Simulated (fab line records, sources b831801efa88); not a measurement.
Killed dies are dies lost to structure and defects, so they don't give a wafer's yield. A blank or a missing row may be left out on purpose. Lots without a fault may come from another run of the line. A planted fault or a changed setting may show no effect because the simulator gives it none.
A struck lot beside a sound one | flow sky130 | 16 steps out of a route of 708
Sound: wafers L714.2, L714.5, L714.6. Struck: wafer L728.4. (L728.2 of the same lot was not struck and is left out.) The cause comes at the end.
At each step with rows: each side's tool, then ch and its chambers, then its first start. Under that, the readings that differ: sound wafers | struck wafers | difference of the means | sigmas: that difference in standard deviations of wafers without a fault.
alike: readings whose means differ by less than 2 such deviations, and words and numbers that are the same on both sides. not compared: withheld readings, readings that some wafer has no value for, bounds like >300 that may hide the same value, and numbers for which the record gives no deviation and whose values overlap.
The two part at a step that has a row with sigmas, a row that says differs or no value, or rows on one side only. Numbers that don't overlap but have no deviation are shown without sigmas and don't part them. A reading that every wafer of one side lacks parts them only if that side has two wafers or more.

first, 2 steps without rows for these wafers: SKY_METAL3_PEB_11; SKY_METAL3_DEVELOP_12 (develop time 60 s).
SKY_METAL3_CD_MEAS_13: target cd 300 nm.
  sound on cd_sem-02, day 39 04:56; struck on cd_sem-02, day 44 06:43
  alike: cd_nm
SKY_METAL3_OVL_MEAS_14:
  sound on overlay-02, day 39 05:03; struck on overlay-02, day 44 06:49
  alike: METAL3_OVL
SKY_METAL3_DESCUM_15: chemistry O2, time 8 s.
  sound on rie_metal-03 ch 1, day 39 05:05; struck on rie_metal-01 ch 1, day 44 06:51
  reading                     | sound       | struck | difference | sigmas
  drypump_motor_current_A (A) | 6.8 6.8 6.8 | 5.5    | -1.3       | -3
  alike: oes_product_au
  not compared: rf_hours_counter_h
then, 1 step without rows for these wafers: SKY_METAL3_ETCH_16 (etches BARC in N2/H2, stops on SiO2, time 88.2 s, target depth 60 nm).
SKY_METAL3_ETCH_17: etches SiO2 in C4F8/O2/Ar, stops on TiN, time 3.9 s, target depth 15 nm.
  sound on rie_diel-02 ch 0,2, day 39 05:20; struck on rie_diel-03 ch 3, day 44 06:59
  alike: bias_w, oes_product_au
  not compared: rf_hours_counter_h
SKY_METAL3_METAL_ETCH_18: etches the open film in Cl2/BCl3, stops on SiO2, target depth 845 nm, time 183.1 s.
  sound on rie_metal-01 ch 0,1, day 39 05:22; struck on rie_metal-03 ch 1, day 44 07:00
  reading                     | sound       | struck | difference | sigmas
  drypump_motor_current_A (A) | 5.7 5.5 5.7 | 6.8    | +1.2       | +2
  alike: bcl3_flow_sccm, bias_w, oes_product_au, throttle_valve_pct
  not compared: rf_hours_counter_h
SKY_METAL3_STRIP_19: strips in O2/N2.
  sound on plasma_asher-03 ch 0,1, day 39 05:36; struck on plasma_asher-03 ch 0, day 44 07:11
  alike: drypump_motor_current_A, oes_product_au, strip_time_to_endpoint_s
  not compared: rf_hours_counter_h
then, 3 steps without rows for these wafers: SKY_METAL3_STRIP_20 (strips in post etch residue remover, time 1200 s); SKY_METAL3_CLEAN_21 (cleans in IPA, time 180 s); SKY_METAL3_CLEAN_22 (cleans in O3/DIW).
SKY_VIA3_HDPCVD_00: deposits SiO2, target thk 1635 nm, time 272.5 s.
  sound on hdpcvd-01 ch 0,1, day 39 06:11; struck on hdpcvd-02 ch 2, day 44 07:50
  reading                                  | sound             | struck | difference | sigmas
  run_length_s (s)                         | 300.2 299.7 300.8 | 114.9  | -185.3     | -99 or more
  model.SiO2_of_VIA3_HDPCVD_00.thk_nm (nm) | 1665 1644 1643    | 537    | -1114      |
SKY_VIA3_THK_MEAS_01:
  sound on film_metro-03, day 39 06:22; struck on film_metro-03, day 44 08:01
  reading              | sound          | struck | difference | sigmas
  VIA3_HDPCVD_THK (nm) | 1664 1645 1642 | 537    | -1113      | -59
SKY_VIA3_CMP_02: polishes SiO2.
  sound on cmp-01 ch 0,3, day 39 06:28; struck on cmp-02 ch 3, day 44 08:04
  alike: edge_zone_pressure_frac, motor_current_A
-- the record jumps here: 6 days lie between the struck wafers' starts before and after (it left off in module VIA3 and takes up again in module PAD_OPEN, whose first step shown is number 708 of the route) --
SKY_PAD_OPEN_PROBE_99:
  sound on prober-01, day 46 05:38; struck on prober-01, day 50 09:16
  reading                               | sound                | struck    | difference | sigmas
  model.etest.tester.sort_n_pass        | 405 413 408          | 210       | -199       |
  model.etest.tester.sort_yield_pct (%) | 82.32 83.94 82.93    | 42.68     | -40.38     |
  model.etest.tester.sort_bin_3_pct (%) | 1.016 0.2033 1.423   | 38.82     | +37.94     |
  model.etest.met4_comb.leak_log10_a_um | -11.88 -11.95 -11.94 | -6.993    | +4.930     |
  model.etest.tester.sort_bin_8_pct (%) | 0 0 0                | 1.842e-06 | +1.842e-06 |
  alike: defect_limited_yield, killed_at_M0_to_M3, killed_at_M4_up, killed_at_contacts, killed_at_front_end, killed_at_other, killed_dies, killed_on_rim, killed_open, killed_short

WHERE THEY PART
First at SKY_METAL3_DESCUM_15; last, within this record, at SKY_VIA3_THK_MEAS_01. Later steps at which nothing parts them and some readings are alike: SKY_VIA3_CMP_02, SKY_PAD_OPEN_PROBE_99.

WHY: what the simulator had put in
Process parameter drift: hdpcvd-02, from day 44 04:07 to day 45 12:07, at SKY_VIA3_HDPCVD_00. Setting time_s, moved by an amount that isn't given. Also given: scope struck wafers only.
